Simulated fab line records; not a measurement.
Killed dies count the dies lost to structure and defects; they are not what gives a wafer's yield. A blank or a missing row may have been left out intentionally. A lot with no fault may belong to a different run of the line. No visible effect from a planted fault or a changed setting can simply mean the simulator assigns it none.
What tool caused it? + flow gf180mcu + 14 lots, 41 wafers sampled, at 5 steps of a route of 602

## WHAT EACH GAUGE READ, for each wafer
GF_NWELL_TW_MEAS_11.
| lot  | measured    | on           | NWELL_TW       |
|------|-------------|--------------|----------------|
| L145 | day 3 07:10 | filmMetro-01 | 1571 1576 1577 |
| L146 | day 3 15:28 | filmMetro-03 | 1586 1591 1593 |
| L147 | day 3 19:34 | filmMetro-03 | 1584 1595 1587 |
| L149 | day 4 06:16 | filmMetro-03 | 1585 1582 1582 |
| L150 | day 4 11:03 | filmMetro-04 | 1591 1597 1595 |
| L153 | day 5 04:09 | filmMetro-04 | 1599 1598 1612 |
| L155 | day 5 15:36 | filmMetro-01 | 1581 1574 1580 |
| L156 | day 5 19:13 | filmMetro-01 | 1574 1581 1571 |
| L161 | day 6 23:43 | filmMetro-01 | 1582 1585      |
| L163 | day 7 15:55 | filmMetro-01 | 1568 1561 1558 |
| L164 | day 7 17:35 | filmMetro-03 | 1587 1585 1592 |
| L166 | day 8 06:05 | filmMetro-04 | 1582 1577 1581 |
| L167 | day 8 11:29 | filmMetro-04 | 1586 1583 1585 |
| L168 | day 8 17:30 | filmMetro-04 | 1574 1578 1588 |

GF_VT_IMPLANT_OVL_MEAS_40.
| lot  | measured     | on         | VT_IMPLANT_03_OVL (nm) |
|------|--------------|------------|------------------------|
| L145 | day 7 11:06  | overlay-02 | -2.1 0.1 -1.7          |
| L146 | day 7 22:46  | overlay-02 | 2.1 -1.1 -0.4          |
| L147 | day 8 03:05  | overlay-01 | -1.4 0.7 -1.2          |
| L149 | day 8 17:04  | overlay-02 | -2.4 0.6 -0.2          |
| L150 | day 8 23:25  | overlay-02 | 1.1 0.4 0.2            |
| L153 | day 9 19:11  | overlay-01 | -1.2 0.7 -0.5          |
| L155 | day 10 09:29 | overlay-02 | 2.0 0.7 1.4            |
| L156 | day 10 15:26 | overlay-01 | 1.3 0.5 0.1            |
| L161 | day 12 03:27 | overlay-02 | - 3.3                  |
| L163 | day 12 23:45 | overlay-01 | - -3.0 -2.5            |
| L164 | day 13 01:36 | overlay-01 | - -0.5 -1.2            |
| L166 | day 13 15:17 | overlay-01 | 0.4 0.8 0.5            |
| L167 | day 13 23:28 | overlay-02 | -0.3 -1.2 -0.7         |
| L168 | day 14 08:58 | overlay-02 | -0.1 1.0 0.3           |

GF_VT_IMPLANT_TW_MEAS_43.
| lot  | measured     | on           | VT_IMPLANT_4_TW |
|------|--------------|--------------|-----------------|
| L145 | day 7 11:23  | filmMetro-02 | 675 679 677     |
| L146 | day 7 23:04  | filmMetro-04 | 696 696 693     |
| L147 | day 8 03:22  | filmMetro-01 | 698 696 694     |
| L149 | day 8 17:22  | filmMetro-04 | 694 693 694     |
| L150 | day 8 23:43  | filmMetro-04 | 695 695 691     |
| L153 | day 9 19:29  | filmMetro-02 | 677 673 679     |
| L155 | day 10 09:46 | filmMetro-02 | 677 675 671     |
| L156 | day 10 15:43 | filmMetro-01 | 695 693 692     |
| L161 | day 12 03:44 | filmMetro-02 | 29 672          |
| L163 | day 13 00:02 | filmMetro-02 | 29 676 677      |
| L164 | day 13 01:54 | filmMetro-04 | 30 698 693      |
| L166 | day 13 15:35 | filmMetro-04 | 697 695 698     |
| L167 | day 13 23:45 | filmMetro-01 | 690 693 690     |
| L168 | day 14 09:16 | filmMetro-04 | 694 692 689     |

## TOOL THAT RAN EACH LOT (tool first, then ch and the chambers of the sampled wafers, then the start)
| lot  | GF_VT_IMPLANT_STRIP_31              | GF_VT_IMPLANT_DEVELOP_39         |
|------|-------------------------------------|----------------------------------|
| L145 | plasmaAsher-03 ch 0,1, day 6 19:33  | lithoTrack-04 ch 0, day 7 10:58  |
| L146 | plasmaAsher-03 ch 0,1, day 7 07:05  | lithoTrack-03 ch 0, day 7 22:38  |
| L147 | plasmaAsher-01 ch 0,1, day 7 10:38  | lithoTrack-01 ch 0, day 8 02:56  |
| L149 | plasmaAsher-01 ch 0,1, day 8 00:04  | lithoTrack-01 ch 0, day 8 16:55  |
| L150 | plasmaAsher-03 ch 0,1, day 8 06:09  | lithoTrack-01 ch 0, day 8 23:16  |
| L153 | plasmaAsher-01 ch 0,1, day 9 01:55  | lithoTrack-04 ch 0, day 9 19:02  |
| L155 | plasmaAsher-04 ch 0,1, day 9 16:10  | lithoTrack-03 ch 0, day 10 09:22 |
| L156 | plasmaAsher-04 ch 0,1, day 9 21:22  | lithoTrack-01 ch 0, day 10 15:18 |
| L161 | plasmaAsher-03 ch 1, day 11 07:55   | lithoTrack-04 ch 0, day 12 03:19 |
| L163 | plasmaAsher-04 ch 0,1, day 12 03:56 | lithoTrack-04 ch 0, day 12 23:37 |
| L164 | plasmaAsher-01 ch 0,1, day 12 05:40 | lithoTrack-04 ch 0, day 13 01:29 |
| L166 | plasmaAsher-01 ch 0,1, day 12 19:29 | lithoTrack-01 ch 0, day 13 15:10 |
| L167 | plasmaAsher-01 ch 0, day 13 03:01   | lithoTrack-03 ch 0, day 13 23:19 |
| L168 | plasmaAsher-01 ch 0,1, day 13 11:52 | lithoTrack-01 ch 0, day 14 08:49 |
- GF_VT_IMPLANT_STRIP_31: strips in O2/N2.
- GF_VT_IMPLANT_DEVELOP_39: develop time 60 s.

## WHAT THE TOOLS THEMSELVES READ (means of the sampled wafers that have a number; where no wafer has one, the mark that the record gives instead)
GF_VT_IMPLANT_STRIP_31.
| lot  | tool           | drypumpMotorCurrentA (A) | heaterPowerW (W) | oesProductAu (a.u.) | stripTimeToEndpointS (s) |
|------|----------------|--------------------------|------------------|---------------------|--------------------------|
| L145 | plasmaAsher-03 | 5.4                      | 350              | 0.719               | 12.63                    |
| L146 | plasmaAsher-03 | 5.3                      | 329              | 0.714               | 12.57                    |
| L147 | plasmaAsher-01 | 6.0                      | 351              | 0.717               | 12.69                    |
| L149 | plasmaAsher-01 | 6.0                      | 346              | 0.716               | 12.63                    |
| L150 | plasmaAsher-03 | 5.4                      | 329              | 0.714               | 12.63                    |
| L153 | plasmaAsher-01 | 6.0                      | 352              | 0.718               | 12.61                    |
| L155 | plasmaAsher-04 | 6.2                      | 363              | 0.714               | 12.67                    |
| L156 | plasmaAsher-04 | 6.2                      | 358              | 0.715               | 12.62                    |
| L161 | plasmaAsher-03 | 5.3                      | 318              | 0.715               | 12.63                    |
| L163 | plasmaAsher-04 | 5.9                      | 345              | 0.719               | 12.65                    |
| L164 | plasmaAsher-01 | 6.0                      | 352              | 0.716               | 12.59                    |
| L166 | plasmaAsher-01 | 6.0                      | 350              | 0.716               | 12.69                    |
| L167 | plasmaAsher-01 | 5.3                      | 349              | 0.714               | 12.68                    |
| L168 | plasmaAsher-01 | 5.6                      | 342              | 0.716               | 12.61                    |

GF_VT_IMPLANT_DEVELOP_39.
| lot  | tool          | resistLineTempC (C) |
|------|---------------|---------------------|
| L145 | lithoTrack-04 | 22.95               |
| L146 | lithoTrack-03 | 22.93               |
| L147 | lithoTrack-01 | 23.02               |
| L149 | lithoTrack-01 | 22.97               |
| L150 | lithoTrack-01 | 23.07               |
| L153 | lithoTrack-04 | 23.00               |
| L155 | lithoTrack-03 | 23.06               |
| L156 | lithoTrack-01 | 23.13               |
| L161 | lithoTrack-04 | 22.98               |
| L163 | lithoTrack-04 | 22.87               |
| L164 | lithoTrack-04 | 23.05               |
| L166 | lithoTrack-01 | 23.06               |
| L167 | lithoTrack-03 | 23.06               |
| L168 | lithoTrack-01 | 22.97               |

## THE ANSWER, worked out from the rows above alone
Rule: what is usual is taken from the lots themselves. Put in order of their means at a reading, lots are off if they are a third of the lots or fewer, leave a main group of 4 or more, and stand apart from it by a gap of 3 or more times the standard deviation of the main group's means; of several such gaps the widest counts. A main group whose means are all the same, to the digits that the tables above print for the reading, isn't used. Also off: a lot with no number at a reading for which 4 or more lots have one. The other lots that the step has rows for count as sound. After the gauges, taken in route order, come the tools' own readings; for these a lot's mean is taken, as printed above. The first step at which some lot is off is used, and at that step the reading that is off furthest; a lot without a number counts as furthest.
Off: at GF_VT_IMPLANT_TW_MEAS_43 (VT_IMPLANT_4_TW), L161, L163, L164. For the main group the mean is 689 and the standard deviation 8.2.
If a tool, at a process step before that reading, ran all the lots that are off and no sound lot after the first of them, it fits. The gauges at GF_VT_IMPLANT_TW_MEAS_43 are tried like those tools. One candidate fits, namely lithoTrack-04 at GF_VT_IMPLANT_DEVELOP_39. A fault onset in the window from L153 (day 9 19:02, its last sound lot) to L161 (day 12 03:19, its first lot off) fits.

## WHAT THE SIMULATOR HAD INSERTED
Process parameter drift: lithoTrack-04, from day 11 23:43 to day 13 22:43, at GF_VT_IMPLANT_DEVELOP_39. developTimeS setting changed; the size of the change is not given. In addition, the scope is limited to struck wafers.
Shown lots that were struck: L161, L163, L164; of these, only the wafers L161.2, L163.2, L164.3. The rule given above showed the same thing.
